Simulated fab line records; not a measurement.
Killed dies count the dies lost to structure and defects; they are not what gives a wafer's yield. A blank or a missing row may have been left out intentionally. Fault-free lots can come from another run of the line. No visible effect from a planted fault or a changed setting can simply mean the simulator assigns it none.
The tool behind it: which one? | flow gf180mcu | 42 wafers from 14 lots sampled at 7 of the route's 602 steps

== WHAT THE GAUGES READ, wafer by wafer ==
GF_VT_IMPLANT_OVL_MEAS_29. Usual: VT_IMPLANT_02_OVL -0.5 nm, standard deviation 1.3.
lot  | measured     | on         | VT_IMPLANT_02_OVL (nm) | flag
L405 | day 7 06:29  | overlay-01 | 1.8 -3.7 -0.6          |
L406 | day 7 14:04  | overlay-01 | -2.8 -2.0 -0.8         |
L407 | day 7 19:32  | overlay-02 | 0.4 0.4 -0.2           |
L408 | day 8 01:08  | overlay-01 | 0.0 0.6 -0.7           |
L409 | day 8 12:13  | overlay-02 | -2.8 -3.1 -2.2         |
L410 | day 8 14:41  | overlay-02 | 0.2 0.1 0.5            |
L413 | day 9 10:08  | overlay-02 | 1.9 -2.6 -1.2          |
L415 | day 9 19:49  | overlay-01 | -1.1 -1.8 -1.5         |
L416 | day 10 08:08 | overlay-01 | -1.7 -2.1 -0.7         |
L417 | day 10 11:31 | overlay-01 | -2.7 -1.5 -2.0         |
L418 | day 10 17:19 | overlay-02 | -2.5 -1.8 -0.9         |
L422 | day 11 19:58 | overlay-01 | 2.0 -0.6 0.6           |
L423 | day 12 06:32 | overlay-02 | -0.2 0.6 0.2           |
L427 | day 13 06:08 | overlay-01 | -0.4 0.1 -0.8          |

GF_POLY_GATE_CD_MEAS_18. Usual: 279.6 nm for cd nm, sd 1.9.
lot  | measured     | on        | cd nm (nm)        | flag
L405 | day 9 17:10  | cd sem-01 | 280.4 283.3 282.3 |
L406 | day 10 00:19 | cd sem-01 | 279.5 280.0 277.2 |
L407 | day 10 09:33 | cd sem-01 | 278.4 278.2 281.3 |
L408 | day 10 14:20 | cd sem-01 | 279.2 279.0 281.6 |
L409 | day 11 00:25 | cd sem-01 | 281.2 278.7 280.9 |
L410 | day 11 02:41 | cd sem-02 | 281.4 281.7 279.8 |
L413 | day 12 01:28 | cd sem-01 | 279.4 278.5 279.2 |
L415 | day 12 12:53 | cd sem-02 | 278.6 278.8 279.9 |
L416 | day 12 22:46 | cd sem-01 | 280.4 279.2 277.7 |
L417 | day 13 03:30 | cd sem-01 | 277.9 277.9 280.0 |
L418 | day 13 10:29 | cd sem-02 | 277.6 280.0 278.9 |
L422 | day 14 15:20 | cd sem-01 | - - -             | OFF
L423 | day 15 04:17 | cd sem-01 | - - -             | OFF
L427 | day 16 07:02 | cd sem-02 | 278.2 276.3 279.5 |

GF_NSD_TW_MEAS_12. Usual: NSD_TW 4260, standard deviation 40.
lot  | measured     | on            | NSD_TW         | flag
L405 | day 13 20:06 | film metro-01 | 4309 4319 4294 |
L406 | day 14 05:33 | film metro-02 | 4238 4256 4232 |
L407 | day 14 15:19 | film metro-04 | 4254 4242 4253 |
L408 | day 14 21:00 | film metro-02 | 4210 4249 4221 |
L409 | day 15 08:05 | film metro-04 | 4206 4192 4214 |
L410 | day 15 12:23 | film metro-04 | 4208 4201 4172 |
L413 | day 16 16:14 | film metro-01 | 4298 4304 4297 |
L415 | day 17 04:04 | film metro-01 | 4310 4317 4291 |
L416 | day 17 15:05 | film metro-02 | 4215 4199 4229 |
L417 | day 17 20:32 | film metro-04 | 4250 4239 4308 |
L418 | day 18 05:37 | film metro-04 | 4196 4222 4217 |
L427 | day 21 09:23 | film metro-01 | 4319 4299 4315 |

GF_PSD_CD_MEAS_07: the cd target is 400 nm. Usual: 401.0 nm for cd nm, sd 2.
lot  | measured     | on        | cd nm (nm)        | flag
L405 | day 14 16:44 | cd sem-01 | 397.8 399.2 399.4 |
L406 | day 15 02:41 | cd sem-02 | 399.9 399.5 401.2 |
L407 | day 15 12:48 | cd sem-01 | 398.8 397.0 397.9 |
L408 | day 15 18:41 | cd sem-01 | 401.5 401.5 399.0 |
L409 | day 16 06:07 | cd sem-02 | 402.4 402.1 401.5 |
L410 | day 16 10:05 | cd sem-01 | 401.9 400.6 401.4 |
L413 | day 17 13:35 | cd sem-02 | 402.7 403.4 403.0 |
L415 | day 18 02:49 | cd sem-02 | 399.2 400.1 401.9 |
L416 | day 18 14:10 | cd sem-02 | 400.8 396.9 400.0 |
L417 | day 18 20:19 | cd sem-01 | 404.6 403.7 405.4 |
L418 | day 19 05:52 | cd sem-02 | 401.4 401.5 400.6 |
L427 | day 22 08:40 | cd sem-02 | 399.1 397.8 398.6 |

== TOOL THAT RAN EACH LOT (tool first, then ch and the chambers of the sampled wafers, then the start) ==
lot  | GF_POLY_GATE_ETCH_12               | GF_POLY_GATE_ETCH_13             | GF_POLY_GATE_STRIP_14
L405 | rie diel-02 ch 0,1,2, day 9 14:38  | rie si-01 ch 1,3, day 9 14:41    | plasma asher-02 ch 0,1, day 9 14:45
L406 | rie diel-01 ch 0,1, day 9 22:44    | rie si-01 ch 0,2,3, day 9 22:47  | plasma asher-01 ch 0,1, day 9 22:50
L407 | rie diel-01 ch 0,2,3, day 10 07:02 | rie si-01 ch 2,3, day 10 07:05   | plasma asher-02 ch 0,1, day 10 07:10
L408 | rie diel-03 ch 0,1,3, day 10 12:44 | rie si-01 ch 0,1,3, day 10 12:47 | plasma asher-02 ch 0,1, day 10 12:51
L409 | rie diel-02 ch 1,2, day 10 22:50   | rie si-02 ch 2,3, day 10 22:53   | plasma asher-02 ch 0,1, day 10 22:57
L410 | rie diel-02 ch 0,1,2, day 11 00:20 | rie si-01 ch 0,1,2, day 11 00:23 | plasma asher-03 ch 1, day 11 00:26
L413 | rie diel-01 ch 0,3, day 11 23:52   | rie si-01 ch 0,3, day 11 23:55   | plasma asher-02 ch 0, day 11 23:59
L415 | rie diel-01 ch 0,3, day 12 10:25   | rie si-01 ch 1,3, day 12 10:28   | plasma asher-02 ch 0,1, day 12 10:32
L416 | rie diel-01 ch 0,1,2, day 12 21:11 | rie si-02 ch 0,2,3, day 12 21:14 | plasma asher-01 ch 0,1, day 12 21:18
L417 | rie diel-02 ch 0,2,3, day 13 01:50 | rie si-02 ch 0,1,3, day 13 01:53 | plasma asher-02 ch 0,1, day 13 01:57
L418 | rie diel-01 ch 1,3, day 13 08:35   | rie si-02 ch 0,2, day 13 08:38   | plasma asher-03 ch 0,1, day 13 08:42
L422 | rie diel-01 ch 1,2, day 14 13:46   | rie si-02 ch 0,1,3, day 14 13:49 | plasma asher-01 ch 0,1, day 14 13:53
L423 | rie diel-01 ch 1,2,3, day 15 01:44 | rie si-01 ch 0,1,3, day 15 01:47 | plasma asher-02 ch 0,1, day 15 01:53
L427 | rie diel-02 ch 0,1,3, day 16 04:40 | rie si-02 ch 0,1, day 16 04:43   | plasma asher-01 ch 0,1, day 16 04:49
- GF_POLY_GATE_ETCH_12: etches BARC in N2/H2.
- GF_POLY_GATE_ETCH_13: etches poly-Si in HBr/Cl2, stops on SiO2, target depth 198.5 nm, time 69.6 s.
- GF_POLY_GATE_STRIP_14: strips in O2/N2.

== AS READ BY THE TOOLS THEMSELVES (means over the sampled wafers that have a number; for cases with no such wafer, the mark the record gives instead) ==
GF_POLY_GATE_ETCH_12. Usual: bias w 100.05 W, standard deviation 0.28; chamber pressure mTorr 30.004 mTorr, standard deviation 0.027; drypump motor current A 5.7 A, standard deviation 0.54; oes product au 0.734 a.u., standard deviation 0.0048; throttle valve pct 13.216 %, standard deviation 0.0092.
lot  | tool        | bias w (W) | chamber pressure mTorr (mTorr) | drypump motor current A (A) | oes product au (a.u.) | throttle valve pct (%) | flag
L405 | rie diel-02 | 100.28     | 30.009                         | 5.3                         | 0.735                 | 13.213                 |
L406 | rie diel-01 | 100.04     | 29.995                         | 5.9                         | 0.734                 | 13.207                 |
L407 | rie diel-01 | 100.11     | 30.006                         | 5.6                         | 0.742                 | 13.220                 |
L408 | rie diel-03 | 100.25     | 30.000                         | 5.8                         | 0.738                 | 13.222                 |
L409 | rie diel-02 | 100.25     | 30.005                         | 4.9                         | 0.730                 | 13.222                 |
L410 | rie diel-02 | 100.26     | 30.019                         | 5.3                         | 0.732                 | 13.217                 |
L413 | rie diel-01 | 100.17     | 30.015                         | 6.1                         | 0.733                 | 13.210                 |
L415 | rie diel-01 | 99.90      | 30.011                         | 6.1                         | 0.732                 | 13.218                 |
L416 | rie diel-01 | 100.12     | 29.995                         | 5.5                         | 0.733                 | 13.202                 |
L417 | rie diel-02 | 99.70      | 30.016                         | 5.7                         | 0.734                 | 13.217                 |
L418 | rie diel-01 | 100.21     | 29.997                         | 6.3                         | 0.734                 | 13.214                 |
L422 | rie diel-01 | -          | -                              | -                           | -                     | -                      | OFF
L423 | rie diel-01 | -          | -                              | -                           | -                     | -                      | OFF
L427 | rie diel-02 | 100.20     | 29.997                         | 5.7                         | 0.731                 | 13.214                 |

GF_POLY_GATE_ETCH_13. Usual: HBr_flow_sccm 149.9 sccm, standard deviation 0.41; bias w 97.7 W, standard deviation 0.32; chamber pressure mTorr 10.000 mTorr, standard deviation 0.0094; drypump motor current A 5.8 A, standard deviation 0.41; oes product au 0.986 a.u., standard deviation 0.0061; throttle valve pct 33.684 %, standard deviation 0.0089.
lot  | tool      | HBr_flow_sccm (sccm) | bias w (W) | chamber pressure mTorr (mTorr) | drypump motor current A (A) | oes product au (a.u.) | throttle valve pct (%) | flag
L405 | rie si-01 | 149.7                | 97.4       | 9.995                          | 6.1                         | 0.991                 | 33.684                 |
L406 | rie si-01 | 150.0                | 97.7       | 9.991                          | 5.6                         | 0.988                 | 33.686                 |
L407 | rie si-01 | 149.6                | 97.4       | 10.003                         | 5.6                         | 0.988                 | 33.686                 |
L408 | rie si-01 | 149.9                | 97.8       | 10.002                         | 5.9                         | 0.983                 | 33.683                 |
L409 | rie si-02 | 150.4                | 97.5       | 10.001                         | 6.0                         | 0.981                 | 33.684                 |
L410 | rie si-01 | 150.1                | 97.3       | 10.002                         | 5.7                         | 0.984                 | 33.671                 |
L413 | rie si-01 | 150.1                | 97.9       | 9.993                          | 5.8                         | 0.988                 | 33.691                 |
L415 | rie si-01 | 149.7                | 98.0       | 9.999                          | 6.0                         | 0.982                 | 33.685                 |
L416 | rie si-02 | 150.2                | 97.7       | 10.003                         | 5.8                         | 0.990                 | 33.685                 |
L417 | rie si-02 | 150.2                | 97.9       | 10.004                         | 5.5                         | 0.981                 | 33.685                 |
L418 | rie si-02 | 150.2                | 97.6       | 9.995                          | 6.2                         | 0.993                 | 33.683                 |
L422 | rie si-02 | 150.0                | 97.4       | 10.011                         | 5.5                         | 0.272                 | 33.685                 | OFF
L423 | rie si-01 | 149.9                | 97.8       | 10.000                         | 5.9                         | 0.273                 | 33.681                 | OFF
L427 | rie si-02 | 150.0                | 97.9       | 9.999                          | 5.3                         | 0.980                 | 33.687                 |

GF_POLY_GATE_STRIP_14. Usual: chamber pressure mTorr 1500.3 mTorr, standard deviation 1.5; drypump motor current A 5.8 A, standard deviation 0.42; heater power w 349 W, standard deviation 34; oes product au 0.505 a.u., standard deviation 0.005.
lot  | tool            | chamber pressure mTorr (mTorr) | drypump motor current A (A) | heater power w (W) | oes product au (a.u.) | flag
L405 | plasma asher-02 | 1499.1                         | 5.9                         | 387                | 0.505                 |
L406 | plasma asher-01 | 1499.4                         | 5.6                         | 334                | 0.503                 |
L407 | plasma asher-02 | 1498.4                         | 5.8                         | 389                | 0.503                 |
L408 | plasma asher-02 | 1501.5                         | 5.8                         | 379                | 0.506                 |
L409 | plasma asher-02 | 1499.1                         | 5.8                         | 393                | 0.504                 |
L410 | plasma asher-03 | 1499.0                         | 6.5                         | 304                | 0.504                 |
L413 | plasma asher-02 | 1501.3                         | 5.8                         | 385                | 0.502                 |
L415 | plasma asher-02 | 1500.9                         | 5.8                         | 391                | 0.505                 |
L416 | plasma asher-01 | 1500.4                         | 5.6                         | 330                | 0.497                 |
L417 | plasma asher-02 | 1500.6                         | 5.9                         | 390                | 0.506                 |
L418 | plasma asher-03 | 1499.4                         | 5.9                         | 306                | 0.503                 |
L422 | plasma asher-01 | 1500.5                         | 5.9                         | 325                | 0.529                 | OFF
L423 | plasma asher-02 | 1499.9                         | 5.8                         | 388                | 0.532                 | OFF
L427 | plasma asher-01 | 1500.4                         | 5.6                         | 331                | 0.508                 |

== THE ANSWER, worked out from the rows above alone ==
Rule: a lot is off if the mean of its wafers that have a number lies more than 3 standard deviations from the usual mean. A lot without any number at a reading at which 4 lots or more have one is off too. Where the step has rows for the other lots, those lots are counted as sound. Order of review: gauges by route order, followed by the tools' own readings, for which a lot's mean as printed above is used. At the first step where some lot is off, the reading lying furthest off is the one used; lots without a number count as furthest.
Off, at GF_POLY_GATE_CD_MEAS_18 on cd nm: L422, L423. Without a number there: L422, L423.
If a tool, at a process step before that reading, ran all the lots that are off and no sound lot after the first of them, it fits. Not tried: the gauges at GF_POLY_GATE_CD_MEAS_18; whatever is off there is also off at GF_POLY_GATE_ETCH_12, on other tools, and gauge error can't account for it. One fits: rie diel-01 at GF_POLY_GATE_ETCH_12. Its last sound lot is L418 (day 13 08:35), its first lot that is off L422 (day 14 13:46): a fault that began between those two fits.
Blank at GF_POLY_GATE_ETCH_12 on the lots that are off, where sound lots have numbers: bias w, chamber pressure mTorr, drypump motor current A, oes product au, throttle valve pct.

== WHAT HAD BEEN PUT IN BY THE SIMULATOR ==
Entire step skipped (rie diel-01, GF_POLY_GATE_ETCH_12), from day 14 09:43 onward. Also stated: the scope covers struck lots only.
Shown lots that were struck: L422, L423. The rule given above showed the same thing.
